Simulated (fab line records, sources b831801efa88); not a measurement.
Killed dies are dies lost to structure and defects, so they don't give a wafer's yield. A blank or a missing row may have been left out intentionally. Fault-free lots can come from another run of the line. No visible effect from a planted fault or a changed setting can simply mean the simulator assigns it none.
fab line records	flow sky130
record: lots: 24	wafers: 72	lastDay: 50
route steps=708 shown FIELD_ISO@5 DNWELL@43 NWELL@78 VT_ADJUST_HVTP@96 VT_ADJUST_NCORE@126 SONOS_TUNNEL@166
lots untouched by any fault: they come from a run of this same line in which no faults occurred
startH: start of the lot's first displayed wafer, in hours after the record's first day	waitH: hours from the lot's prior step to this one	" as in the row above	L1.1+2: one row covering several wafers at once	- no value, or no start was given	* or withheld: withheld	< > ~ a bound
route shown NAME@n: NAME is a module with steps in the file, n the number in the route of the first one	usual: mean and standard deviation over wafers with no fault	same: alike in all rows	chamber/n: place in a boat	sites: each site's reading	_std_site: standard deviation of those values	_edge_site: the outer-site mean with the inner-site mean subtracted	radiusMm: how far each site lies from the wafer's centre	mask NAME#n: copy n	behind: the tool/chamber that last shaped the wafer	hold: reason for holding the lot/hours on hold/outcome of the hold	device: names the non-switching transistor (n, p or np)	end of line: the tests these same wafers got at the end of their route	for a step that has no rows: nothing shown but its recipe	killed: not the wafer's yield, but the dies lost to structure and defects at the first sort	map: a wafer's dies, marking killed ones x, the rest . and places with no die _
set.NAME: the setting that was run; set.NAME@STEP: the one run at that earlier step	model.NAME: the simulator's own value behind a step, which no gauge read
a sample of lots followed through the steps of the route, with each step as a table and each wafer as a row
services: a tool's chamber out of use, with start hour (startH, from the record's first day; less than 0 if before it), hours out, and reason
== steps ==
step: SKY_FIELD_ISO_THK_MEAS_04
recipe: reads: Si3N4_of_FIELD_ISO_CVD_03
usual: FIELD_ISO_CVD_03_THK: 165.3/1.4
lot.wafer	tool	chamber	startH	waitH	FIELD_ISO_CVD_03_THK[nm]
L074.2	filmMetro-03	-	14.16	0.0	166.9
L074.3	"	-	"	"	166.9
L074.6	"	-	"	"	166.6
L075.3	filmMetro-03	-	19.42	0.0	166.2
L075.4	"	-	"	"	165.1
L075.5	"	-	"	"	166.2
L076.1	filmMetro-02	-	23.94	0.0	164.8
L076.3	"	-	"	"	166.0
L076.4	"	-	"	"	164.4
L077.1	filmMetro-04	-	31.04	0.0	166.4
L077.2	"	-	"	"	164.5
L077.6	"	-	"	"	165.7
L078.1	filmMetro-03	-	39.47	0.0	166.7
L078.3	"	-	"	"	166.3
L078.4	"	-	"	"	168.4
L079.2	filmMetro-04	-	39.48	0.0	164.7
L079.4	"	-	"	"	166.3
L079.6	"	-	"	"	166.4
L080.4	filmMetro-04	-	46.59	0.0	167.1
L080.5	"	-	"	"	167.1
L080.6	"	-	"	"	167.4
L081.2	filmMetro-03	-	48.49	0.0	162.3
L081.3	"	-	"	"	164.2
L081.6	"	-	"	"	162.0
L082.1	filmMetro-04	-	53.48	0.0	164.8
L082.3	"	-	"	"	166.0
L082.5	"	-	"	"	164.7
L083.1	filmMetro-02	-	58.48	0.0	164.3
L083.2	"	-	"	"	163.6
L083.3	"	-	"	"	164.1
L084.1	filmMetro-03	-	64.09	0.0	166.8
L084.2	"	-	"	"	167.2
L084.4	"	-	"	"	166.0
L085.2	filmMetro-03	-	68.49	0.0	163.1
L085.5	"	-	"	"	162.0
L085.6	"	-	"	"	162.2
L086.2	filmMetro-04	-	73.49	0.0	165.7
L086.3	"	-	"	"	164.5
L086.6	"	-	"	"	164.1
L087.2	filmMetro-03	-	78.86	0.0	166.0
L087.4	"	-	"	"	166.1
L087.5	"	-	"	"	166.5
L088.4	filmMetro-04	-	86.63	0.0	164.4
L088.5	"	-	"	"	165.0
L088.6	"	-	"	"	163.2
L089.2	filmMetro-02	-	89.77	0.0	165.3
L089.3	"	-	"	"	163.2
L089.6	"	-	"	"	164.0
L090.1	filmMetro-03	-	96.06	0.0	166.7
L090.2	"	-	"	"	167.5
L090.4	"	-	"	"	165.9
L091.2	filmMetro-02	-	98.49	0.0	165.6
L091.4	"	-	"	"	165.9
L091.5	"	-	"	"	166.1
L092.1	filmMetro-04	-	105.68	0.0	166.4
L092.4	"	-	"	"	165.1
L092.6	"	-	"	"	164.3
L093.1	filmMetro-03	-	109.92	0.0	164.9
L093.5	"	-	"	"	166.3
L093.6	"	-	"	"	166.0
L094.1	filmMetro-03	-	113.95	0.0	163.6
L094.2	"	-	"	"	163.6
L094.6	"	-	"	"	164.6
L095.2	filmMetro-02	-	118.49	0.0	166.6
L095.3	"	-	"	"	166.4
L095.5	"	-	"	"	167.0
L096.2	filmMetro-04	-	124.26	0.0	164.1
L096.3	"	-	"	"	165.4
L096.4	"	-	"	"	163.6
L097.2	filmMetro-04	-	128.70	0.0	164.0
L097.3	"	-	"	"	164.6
L097.4	"	-	"	"	164.5
step: SKY_DNWELL_STRIP_08
recipe: chemistry: O2/N2	powerW: 1400	pressureMtorr: 1500	platenTempC: withheld	o2FlowSccm: 3000	n2FlowSccm: 300	overashFraction: 0.5
usual: drypumpMotorCurrentA: 5.3/0.33	oesProductAu: 0.722/0.0047	stripTimeToEndpointS: 36.88/0.091
lot.wafer	tool	chamber	startH	waitH	drypumpMotorCurrentA	oesProductAu	rfHoursCounterH	stripTimeToEndpointS
L074.2	plasmaAsher-02	0	59.25	0.1	5.6	0.719	40	37.11
L074.3	"	0	"	"	5.6	0.721	-	36.99
L074.6	"	1	"	"	5.8	0.727	-	37.00
L075.3	plasmaAsher-02	0	63.43	0.1	5.6	0.720	-	36.98
L075.4	"	1	"	"	5.7	0.719	-	36.93
L075.5	"	0	"	"	5.6	0.722	-	36.90
L076.1	plasmaAsher-01	0	65.20	0.1	4.8	0.718	40	36.77
L076.3	"	0	"	"	4.8	0.724	-	36.91
L076.4	"	1	"	"	5.5	0.725	-	36.91
L077.1	plasmaAsher-01	1	68.32	0.1	5.5	0.725	40	36.93
L077.2	"	0	"	"	4.8	0.726	40	36.84
L077.6	"	0	"	"	4.8	0.720	-	36.82
L078.1	plasmaAsher-01	1	78.27	0.1	5.4	0.719	42	36.99
L078.3	"	1	"	"	5.4	0.727	-	36.94
L078.4	"	0	"	"	4.8	0.719	-	36.83
L079.2	plasmaAsher-02	0	81.40	0.1	5.6	0.715	43	36.89
L079.4	"	1	"	"	5.8	0.717	-	36.94
L079.6	"	1	"	"	5.8	0.723	-	37.01
L080.4	plasmaAsher-04	0	85.53	0.1	5.1	0.719	-	36.76
L080.5	"	0	"	"	5.2	0.725	-	36.69
L080.6	"	1	"	"	5.3	0.725	-	36.62
L081.2	plasmaAsher-02	0	88.75	0.1	5.6	0.720	44	36.75
L081.3	"	0	"	"	5.6	0.720	-	36.76
L081.6	"	1	"	"	5.8	0.715	-	36.86
L082.1	plasmaAsher-02	1	92.65	0.1	5.8	0.719	44	36.86
L082.3	"	0	"	"	5.6	0.719	-	36.87
L082.5	"	0	"	"	5.5	0.709	-	36.90
L083.1	plasmaAsher-04	0	100.45	0.1	5.1	0.721	23	36.94
L083.2	"	1	"	"	5.3	0.717	23	36.80
L083.3	"	1	"	"	5.3	0.729	-	36.90
L084.1	plasmaAsher-02	0	106.22	0.1	5.6	0.725	45	36.85
L084.2	"	1	"	"	5.7	0.722	45	36.89
L084.4	"	1	"	"	5.7	0.712	-	36.89
L085.2	plasmaAsher-01	1	110.07	0.1	5.4	0.721	45	36.95
L085.5	"	0	"	"	4.8	0.726	-	36.96
L085.6	"	1	"	"	5.4	0.730	-	36.98
L086.2	plasmaAsher-01	0	116.82	0.1	4.8	0.718	46	36.87
L086.3	"	0	"	"	4.8	0.724	-	36.81
L086.6	"	1	"	"	5.4	0.723	-	36.83
L087.2	plasmaAsher-02	0	123.36	0.1	5.6	0.723	1	36.86
L087.4	"	1	"	"	5.7	0.721	-	36.81
L087.5	"	0	"	"	5.6	0.726	-	36.82
L088.4	plasmaAsher-01	1	127.95	0.1	5.4	0.724	-	36.78
L088.5	"	0	"	"	4.8	0.727	-	36.83
L088.6	"	1	"	"	5.4	0.723	-	36.78
L089.2	plasmaAsher-04	0	131.87	0.1	5.1	0.717	26	36.81
L089.3	"	1	"	"	5.3	0.726	-	36.72
L089.6	"	0	"	"	5.1	0.726	-	36.82
L090.1	plasmaAsher-04	0	138.45	0.1	5.1	0.724	27	36.76
L090.2	"	1	"	"	5.2	0.711	27	36.73
L090.4	"	0	"	"	5.1	0.732	-	36.77
L091.2	plasmaAsher-01	1	142.50	0.1	5.4	0.717	49	36.79
L091.4	"	0	"	"	4.8	0.728	-	36.81
L091.5	"	0	"	"	4.8	0.721	-	36.83
L092.1	plasmaAsher-04	0	149.40	0.1	5.2	0.722	28	36.94
L092.4	"	1	"	"	5.2	0.734	-	36.88
L092.6	"	1	"	"	5.3	0.721	-	36.92
L093.1	plasmaAsher-02	0	153.85	0.1	5.6	0.718	3	37.03
L093.5	"	0	"	"	5.6	0.722	-	37.06
L093.6	"	1	"	"	5.7	0.723	-	37.08
L094.1	plasmaAsher-02	1	161.05	0.1	5.7	0.735	4	36.91
L094.2	"	0	"	"	5.5	0.722	4	36.82
L094.6	"	1	"	"	5.8	0.725	-	36.78
L095.2	plasmaAsher-01	1	165.71	0.1	5.4	0.725	51	36.81
L095.3	"	1	"	"	5.4	0.724	-	36.73
L095.5	"	1	"	"	5.4	0.723	-	36.88
L096.2	plasmaAsher-01	1	168.95	0.1	5.4	0.732	51	36.95
L096.3	"	1	"	"	5.4	0.715	-	36.95
L096.4	"	0	"	"	4.8	0.721	-	36.92
L097.2	plasmaAsher-01	0	174.27	0.1	4.8	0.721	52	36.93
L097.3	"	0	"	"	4.8	0.725	-	36.95
L097.4	"	1	"	"	5.4	0.721	-	36.94
step: SKY_NWELL_STRIP_25
recipe: chemistry: O2/N2	powerW: 1400	pressureMtorr: 1500	platenTempC: withheld	o2FlowSccm: 3000	n2FlowSccm: 300	overashFraction: 0.5
usual: drypumpMotorCurrentA: 5.7/0.32	oesProductAu: 0.722/0.0049	stripTimeToEndpointS: 36.89/0.1
lot.wafer	tool	chamber	startH	waitH	drypumpMotorCurrentA	oesProductAu	rfHoursCounterH	stripTimeToEndpointS
L074.2	plasmaAsher-01	0	109.41	0.1	4.8	0.722	45	36.82
L074.3	"	1	"	"	5.4	0.719	-	36.77
L074.6	"	1	"	"	5.4	0.724	-	36.90
L075.3	plasmaAsher-01	1	115.73	0.1	5.4	0.726	-	36.99
L075.4	"	0	"	"	4.8	0.728	-	36.97
L075.5	"	1	"	"	5.4	0.723	-	36.87
L076.1	plasmaAsher-02	1	117.86	0.1	5.7	0.713	0	36.95
L076.3	"	1	"	"	5.8	0.716	-	36.96
L076.4	"	0	"	"	5.6	0.718	-	37.04
L077.1	plasmaAsher-03	1	121.80	0.1	5.9	0.727	45	36.92
L077.2	"	0	"	"	6.0	0.718	45	37.00
L077.6	"	0	"	"	6.0	0.732	-	36.96
L078.1	plasmaAsher-03	1	132.20	0.1	5.9	0.719	46	36.76
L078.3	"	1	"	"	5.8	0.723	-	36.88
L078.4	"	0	"	"	6.0	0.717	-	36.71
L079.2	plasmaAsher-02	1	136.56	0.1	5.7	0.724	2	36.93
L079.4	"	0	"	"	5.6	0.718	-	37.00
L079.6	"	0	"	"	5.6	0.726	-	37.01
L080.4	plasmaAsher-02	0	140.39	0.1	5.6	0.731	-	36.87
L080.5	"	1	"	"	5.8	0.719	-	36.92
L080.6	"	0	"	"	5.6	0.717	-	36.98
L081.2	plasmaAsher-02	1	144.76	0.1	5.7	0.726	3	36.85
L081.3	"	1	"	"	5.7	0.728	-	36.79
L081.6	"	1	"	"	5.8	0.719	-	36.79
L082.1	plasmaAsher-03	1	148.76	0.1	5.9	0.715	47	36.73
L082.3	"	0	"	"	6.0	0.715	-	36.79
L082.5	"	1	"	"	5.9	0.718	-	36.72
L083.1	plasmaAsher-02	1	157.71	0.1	5.8	0.725	4	36.89
L083.2	"	0	"	"	5.6	0.716	4	36.77
L083.3	"	0	"	"	5.5	0.729	-	36.89
L084.1	plasmaAsher-03	0	163.56	0.1	6.0	0.723	49	36.80
L084.2	"	1	"	"	5.8	0.720	49	36.95
L084.4	"	0	"	"	6.0	0.711	-	36.77
L085.2	plasmaAsher-01	1	170.30	0.1	5.4	0.722	51	36.96
L085.5	"	1	"	"	5.5	0.720	-	37.02
L085.6	"	0	"	"	4.8	0.724	-	37.04
L086.2	plasmaAsher-02	0	175.91	0.1	5.6	0.720	6	36.96
L086.3	"	1	"	"	5.7	0.720	-	36.87
L086.6	"	1	"	"	5.8	0.734	-	36.76
L087.2	plasmaAsher-01	1	183.75	0.1	5.4	0.728	53	36.84
L087.4	"	1	"	"	5.4	0.726	-	36.83
L087.5	"	0	"	"	4.8	0.723	-	36.76
L088.4	plasmaAsher-02	1	189.39	0.1	5.7	0.726	-	36.96
L088.5	"	1	"	"	5.8	0.718	-	36.83
L088.6	"	0	"	"	5.6	0.724	-	36.83
L089.2	plasmaAsher-02	0	192.96	0.1	5.6	0.724	7	36.95
L089.3	"	0	"	"	5.5	0.723	-	36.96
L089.6	"	1	"	"	5.7	0.729	-	37.08
L090.1	plasmaAsher-03	1	200.96	0.1	5.9	0.725	52	36.79
L090.2	"	0	"	"	6.0	0.720	52	36.77
L090.4	"	0	"	"	6.0	0.709	-	36.83
L091.2	plasmaAsher-03	1	205.55	0.1	5.9	0.723	53	36.99
L091.4	"	1	"	"	5.9	0.724	-	36.91
L091.5	"	1	"	"	5.9	0.719	-	36.89
L092.1	plasmaAsher-03	1	213.65	0.1	5.9	0.727	54	36.79
L092.4	"	1	"	"	5.9	0.721	-	36.86
L092.6	"	0	"	"	6.0	0.716	-	36.78
L093.1	plasmaAsher-02	1	217.16	0.1	5.7	0.723	9	36.86
L093.5	"	0	"	"	5.5	0.721	-	36.81
L093.6	"	1	"	"	5.7	0.721	-	36.79
L094.1	plasmaAsher-02	1	226.11	0.1	5.7	0.721	10	36.91
L094.2	"	0	"	"	5.6	0.729	10	37.01
L094.6	"	0	"	"	5.6	0.719	-	36.96
L095.2	plasmaAsher-03	1	231.06	0.1	5.9	0.716	56	37.19
L095.3	"	0	"	"	6.0	0.725	-	37.10
L095.5	"	0	"	"	6.0	0.722	-	37.13
L096.2	plasmaAsher-03	1	233.46	0.1	5.9	0.717	56	36.91
L096.3	"	0	"	"	6.0	0.722	-	36.80
L096.4	"	1	"	"	5.9	0.726	-	36.82
L097.2	plasmaAsher-03	1	239.31	0.1	5.9	0.724	57	36.84
L097.3	"	0	"	"	6.0	0.725	-	36.77
L097.4	"	1	"	"	5.9	0.720	-	36.83
step: SKY_VT_ADJUST_HVTP_TW_MEAS_11
usual: VT_ADJUST_HVTP_TW: 1347/14
lot.wafer	tool	chamber	startH	waitH	VT_ADJUST_HVTP_TW
L074.2	filmMetro-01	-	128.69	0.1	1336
L074.3	"	-	"	"	1342
L074.6	"	-	"	"	1336
L075.3	filmMetro-01	-	135.20	0.1	1339
L075.4	"	-	"	"	1340
L075.5	"	-	"	"	1336
L076.1	filmMetro-03	-	137.28	0.1	1330
L076.3	"	-	"	"	1325
L076.4	"	-	"	"	1325
L077.1	filmMetro-03	-	140.88	0.1	1326
L077.2	"	-	"	"	1324
L077.6	"	-	"	"	1329
L078.1	filmMetro-01	-	152.38	0.1	1342
L078.3	"	-	"	"	1344
L078.4	"	-	"	"	1338
L079.2	filmMetro-02	-	156.54	0.1	1358
L079.4	"	-	"	"	1366
L079.6	"	-	"	"	1368
L080.4	filmMetro-02	-	161.01	0.1	1359
L080.5	"	-	"	"	1366
L080.6	"	-	"	"	1357
L081.2	filmMetro-02	-	164.87	0.1	1359
L081.3	"	-	"	"	1367
L081.6	"	-	"	"	1364
L082.1	filmMetro-02	-	169.93	0.1	1358
L082.3	"	-	"	"	1368
L082.5	"	-	"	"	1366
L083.1	filmMetro-01	-	178.46	0.1	1335
L083.2	"	-	"	"	1337
L083.3	"	-	"	"	1330
L084.1	filmMetro-02	-	184.98	0.1	1362
L084.2	"	-	"	"	1366
L084.4	"	-	"	"	1358
L085.2	filmMetro-03	-	191.74	0.1	1341
L085.5	"	-	"	"	1336
L085.6	"	-	"	"	1333
L086.2	filmMetro-02	-	197.69	0.1	1351
L086.3	"	-	"	"	1355
L086.6	"	-	"	"	1353
L087.2	filmMetro-02	-	206.34	0.1	1364
L087.4	"	-	"	"	1357
L087.5	"	-	"	"	1367
L088.4	filmMetro-02	-	211.84	0.1	1363
L088.5	"	-	"	"	1363
L088.6	"	-	"	"	1357
L089.2	filmMetro-02	-	215.22	0.1	1355
L089.3	"	-	"	"	1350
L089.6	"	-	"	"	1354
L090.1	filmMetro-02	-	222.63	0.1	1361
L090.2	"	-	"	"	1364
L090.4	"	-	"	"	1360
L091.2	filmMetro-03	-	227.91	0.1	1328
L091.4	"	-	"	"	1335
L091.5	"	-	"	"	1327
L092.1	filmMetro-01	-	237.48	0.1	1331
L092.4	"	-	"	"	1332
L092.6	"	-	"	"	1331
L093.1	filmMetro-01	-	240.01	0.1	1338
L093.5	"	-	"	"	1332
L093.6	"	-	"	"	1332
L094.1	filmMetro-01	-	249.98	0.1	1340
L094.2	"	-	"	"	1337
L094.6	"	-	"	"	1337
L095.2	filmMetro-01	-	254.99	0.1	1338
L095.3	"	-	"	"	1337
L095.5	"	-	"	"	1338
L096.2	filmMetro-01	-	258.32	0.1	1334
L096.3	"	-	"	"	1343
L096.4	"	-	"	"	1339
L097.2	filmMetro-02	-	263.49	0.1	1367
L097.3	"	-	"	"	1364
L097.4	"	-	"	"	1365
step: SKY_VT_ADJUST_NCORE_CD_MEAS_07
recipe: targetCdNm: 380
usual: cdNm: 379.4/2.7
lot.wafer	tool	chamber	startH	waitH	cdNm
L074.2	cdSem-01	-	188.48	0.1	378.1
L074.3	"	-	"	"	378.5
L074.6	"	-	"	"	377.5
L075.3	cdSem-01	-	196.35	0.1	377.7
L075.4	"	-	"	"	377.4
L075.5	"	-	"	"	378.2
L076.1	cdSem-02	-	198.05	0.1	382.0
L076.3	"	-	"	"	380.5
L076.4	"	-	"	"	382.7
L077.1	cdSem-02	-	202.81	0.1	383.3
L077.2	"	-	"	"	378.2
L077.6	"	-	"	"	377.7
L078.1	cdSem-01	-	214.87	0.1	377.9
L078.3	"	-	"	"	377.0
L078.4	"	-	"	"	375.6
L079.2	cdSem-02	-	220.29	0.1	376.1
L079.4	"	-	"	"	376.6
L079.6	"	-	"	"	375.1
L080.4	cdSem-01	-	225.18	0.1	381.2
L080.5	"	-	"	"	374.8
L080.6	"	-	"	"	379.8
L081.2	cdSem-01	-	229.95	0.1	381.0
L081.3	"	-	"	"	379.8
L081.6	"	-	"	"	380.0
L082.1	cdSem-01	-	234.20	0.1	376.9
L082.3	"	-	"	"	377.8
L082.5	"	-	"	"	375.6
L083.1	cdSem-01	-	244.77	0.1	381.4
L083.2	"	-	"	"	381.8
L083.3	"	-	"	"	380.2
L084.1	cdSem-01	-	251.51	0.1	384.0
L084.2	"	-	"	"	384.1
L084.4	"	-	"	"	381.5
L085.2	cdSem-02	-	258.83	0.1	374.8
L085.5	"	-	"	"	375.7
L085.6	"	-	"	"	373.3
L086.2	cdSem-02	-	265.64	0.1	381.5
L086.3	"	-	"	"	377.9
L086.6	"	-	"	"	378.2
L087.2	cdSem-01	-	275.22	0.1	379.8
L087.4	"	-	"	"	379.6
L087.5	"	-	"	"	380.8
L088.4	cdSem-01	-	281.61	0.1	381.7
L088.5	"	-	"	"	381.3
L088.6	"	-	"	"	382.2
L089.2	cdSem-02	-	286.82	0.1	383.8
L089.3	"	-	"	"	384.7
L089.6	"	-	"	"	381.2
L090.1	cdSem-01	-	293.90	0.1	379.8
L090.2	"	-	"	"	378.1
L090.4	"	-	"	"	378.8
L091.2	cdSem-02	-	300.04	0.1	379.8
L091.4	"	-	"	"	376.1
L091.5	"	-	"	"	380.9
L092.1	cdSem-01	-	311.65	0.1	383.2
L092.4	"	-	"	"	383.7
L092.6	"	-	"	"	384.5
L093.1	cdSem-02	-	314.61	0.1	375.4
L093.5	"	-	"	"	375.3
L093.6	"	-	"	"	375.4
L094.1	cdSem-02	-	324.00	0.1	378.5
L094.2	"	-	"	"	377.2
L094.6	"	-	"	"	376.5
L095.2	cdSem-01	-	330.99	0.1	382.2
L095.3	"	-	"	"	383.2
L095.5	"	-	"	"	382.5
L096.2	cdSem-02	-	334.79	0.1	378.8
L096.3	"	-	"	"	376.9
L096.4	"	-	"	"	380.9
L097.2	cdSem-01	-	339.98	0.1	377.3
L097.3	"	-	"	"	379.2
L097.4	"	-	"	"	379.1
step: SKY_SONOS_TUNNEL_TW_MEAS_12
usual: SONOS_TUNNEL_TW: 194.5/1
lot.wafer	tool	chamber	startH	waitH	SONOS_TUNNEL_TW
L074.2	filmMetro-03	-	257.00	0.0	194.8
L074.3	"	-	"	"	194.2
L074.6	"	-	"	"	192.1
L075.3	filmMetro-01	-	265.11	0.0	193.2
L075.4	"	-	"	"	194.3
L075.5	"	-	"	"	194.3
L076.1	filmMetro-03	-	267.02	0.0	193.1
L076.3	"	-	"	"	192.4
L076.4	"	-	"	"	193.0
L077.1	filmMetro-01	-	272.65	0.0	194.2
L077.2	"	-	"	"	194.0
L077.6	"	-	"	"	194.7
L078.1	filmMetro-01	-	285.92	0.0	194.4
L078.3	"	-	"	"	193.6
L078.4	"	-	"	"	193.2
L079.2	filmMetro-01	-	293.42	0.0	192.8
L079.4	"	-	"	"	193.6
L079.6	"	-	"	"	193.3
L080.4	filmMetro-04	-	298.23	0.0	195.1
L080.5	"	-	"	"	194.2
L080.6	"	-	"	"	194.2
L081.2	filmMetro-04	-	303.25	0.0	195.2
L081.3	"	-	"	"	195.1
L081.6	"	-	"	"	195.6
L082.1	filmMetro-01	-	309.05	0.0	192.0
L082.3	"	-	"	"	193.9
L082.5	"	-	"	"	194.0
L083.1	filmMetro-03	-	320.44	0.0	195.2
L083.2	"	-	"	"	196.5
L083.3	"	-	"	"	196.1
L084.1	filmMetro-01	-	329.22	0.0	193.7
L084.2	"	-	"	"	192.8
L084.4	"	-	"	"	194.2
L085.2	filmMetro-01	-	336.09	0.0	194.7
L085.5	"	-	"	"	193.5
L085.6	"	-	"	"	193.2
L086.2	filmMetro-01	-	345.00	0.0	194.1
L086.3	"	-	"	"	194.8
L086.6	"	-	"	"	194.1
L087.2	filmMetro-03	-	354.98	0.0	193.6
L087.4	"	-	"	"	194.3
L087.5	"	-	"	"	194.9
L088.4	filmMetro-04	-	361.43	0.0	195.6
L088.5	"	-	"	"	195.4
L088.6	"	-	"	"	195.3
L089.2	filmMetro-04	-	367.11	0.0	194.8
L089.3	"	-	"	"	195.7
L089.6	"	-	"	"	195.4
L090.1	filmMetro-01	-	375.27	0.0	194.7
L090.2	"	-	"	"	194.4
L090.4	"	-	"	"	194.4
L091.2	filmMetro-01	-	382.94	0.0	194.4
L091.4	"	-	"	"	195.3
L091.5	"	-	"	"	194.6
L092.1	filmMetro-03	-	395.27	0.0	194.6
L092.4	"	-	"	"	195.3
L092.6	"	-	"	"	195.0
L093.1	filmMetro-03	-	399.74	0.0	194.8
L093.5	"	-	"	"	194.4
L093.6	"	-	"	"	193.1
L094.1	filmMetro-04	-	409.05	0.0	196.9
L094.2	"	-	"	"	197.1
L094.6	"	-	"	"	196.9
L095.2	filmMetro-01	-	416.54	0.0	194.1
L095.3	"	-	"	"	194.5
L095.5	"	-	"	"	195.0
L096.2	filmMetro-01	-	420.80	0.0	194.6
L096.3	"	-	"	"	193.6
L096.4	"	-	"	"	194.8
L097.2	filmMetro-01	-	427.55	0.0	195.0
L097.3	"	-	"	"	194.0
L097.4	"	-	"	"	194.1
== services ==
tool	chamber	startH	hours	kind
plasmaAsher-04	-	61.79	21.6	repair
plasmaAsher-02	-	100.24	1.0	repair
plasmaAsher-02	-	108.75	9.0	pm
plasmaAsher-02	0	108.75	9.0	ventCycle
plasmaAsher-02	1	108.75	9.0	ventCycle
plasmaAsher-02	0	117.75	-	clean
plasmaAsher-02	1	117.75	-	clean
plasmaAsher-04	-	224.37	14.6	pm
== key ==
fault none
